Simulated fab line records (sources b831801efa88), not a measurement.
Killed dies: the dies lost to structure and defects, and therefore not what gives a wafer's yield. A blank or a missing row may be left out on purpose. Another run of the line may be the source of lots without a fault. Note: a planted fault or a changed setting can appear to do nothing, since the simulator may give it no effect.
Problem report in the 8D (eight disciplines) form, filled by code :: flow sky130 :: the parts of the form that need people (team, actions taken, sign-off) are left out

1. WHAT IS WRONG
Mean of killed at front end at SKY_PAD_OPEN_PROBE_99: 56 over 3 wafers from 1 lot, against 16 (standard deviation 4.3) on wafers with no fault. Relative to the usual mean, that is a shift of +9.4 standard deviations.
Earliest sighting: wafer L251.3 on prober-01 at day 48 18:34. At this step, 15 wafers from 5 lots have a number in the record. Rule for "out", or "out of limits": more than 4 standard deviations from the usual mean. All remaining wafers that have a number are taken as sound.

2. WHAT THIS IS AND IS NOT
question: which readings at this step
is: killed at front end
is not: killed_at_M0_to_M3, killed at contacts, killed open, killed short

question: which lots
is: L251
is not: L259, L260, L261, L263

question: which wafers of those lots
is: all that have a number
is not: -

question: read on which tools
is: prober-01
is not: prober-02

question: when
is: from day 48 18:34
is not: up to then (0 sound wafers); but 12 sound wafers of L259, L260, L261, L263 came after

3. THE SUSPECTS, EACH WITH WHAT RULES IT OUT
Counting: any tool at a process step up to the reading is kept as a suspect provided that every lot that is out went through it and no sound lot did after the first of them.
- lpcvd-02 at SKY_SPACER_CVD_00 (deposits Si3N4 from DCS/NH3, target thk 43.1 nm, time 740 s): ruled out as a lasting fault. After its first lot that is out, L251 (day 27 08:15), sound lots L259, L261, L260, L263 ran on it.
- pvd sputter-02 at SKY_VIA4_SPUTTER_17 (material TiN, target thk 20 nm, time 80 s): ruled out as a lasting fault. After its first lot that is out, L251 (day 46 03:33), sound lots L259, L261 ran on it.
- cmp-02 at SKY_VIA4_CMP_21 (polishes, stops on SiO2, t overpolish 25 s, target thk 0 nm): ruled out as a lasting fault. After its first lot that is out, L251 (day 46 04:23), sound lots L261, L260 ran on it.
- rie diel-03 at SKY_PASSIVATION_ETCH_11 (etches the open film in CF4/O2, stops on AlCu, target depth 725 nm, time 161.1 s): ruled out as a lasting fault. After its first lot that is out, L251 (day 47 21:37), sound lots L261 ran on it.
- prober-01 at SKY_PAD_OPEN_PROBE_99: ruled out as a lasting fault. After its first lot that is out, L251 (day 48 18:34), sound lots L259, L260, L263 ran on it.
Left after counting: nothing in the record.

4. THE CAUSE (what the simulator had put in)
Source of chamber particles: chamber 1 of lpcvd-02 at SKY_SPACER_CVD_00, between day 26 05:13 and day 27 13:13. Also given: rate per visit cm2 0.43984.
The count ruled it out by mistake, since the rule takes a fault to strike every lot its tool runs from the start of the fault on, and this one did not do so.

5. THE EFFECT CHAIN, in route order
One row per reading whose mean, taken over the struck wafers that have a number, lies over 3 standard deviations from the usual. Only readings whose record carries a usual standard deviation are examined. hours: median over the lots of the time between each lot's start at the first step of this table that gives one and its start at this step. sigmas: the change, counted in usual standard deviations.
hours: 0
step: SKY_PAD_OPEN_PROBE_99
reading: killed at front end
usual: 16
on struck wafers: 56
change: +40
sigmas: +9.4

hours: 0
step: SKY_PAD_OPEN_PROBE_99
reading: killed dies
usual: 88
on struck wafers: 126
change: +38
sigmas: +4.0
Here are the process steps it includes:
- SKY_PAD_OPEN_PROBE_99

6. HOW IT WOULD HAVE BEEN CAUGHT EARLIER
541 hours passed between the start of the fault at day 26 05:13 and the first reading out of limits in this record, taken at day 48 18:34.
Tool readings at SKY_SPACER_CVD_00 with a usual standard deviation given in the record: none out on any struck wafer, hence no alarm at a limit of 4 standard deviations on them.
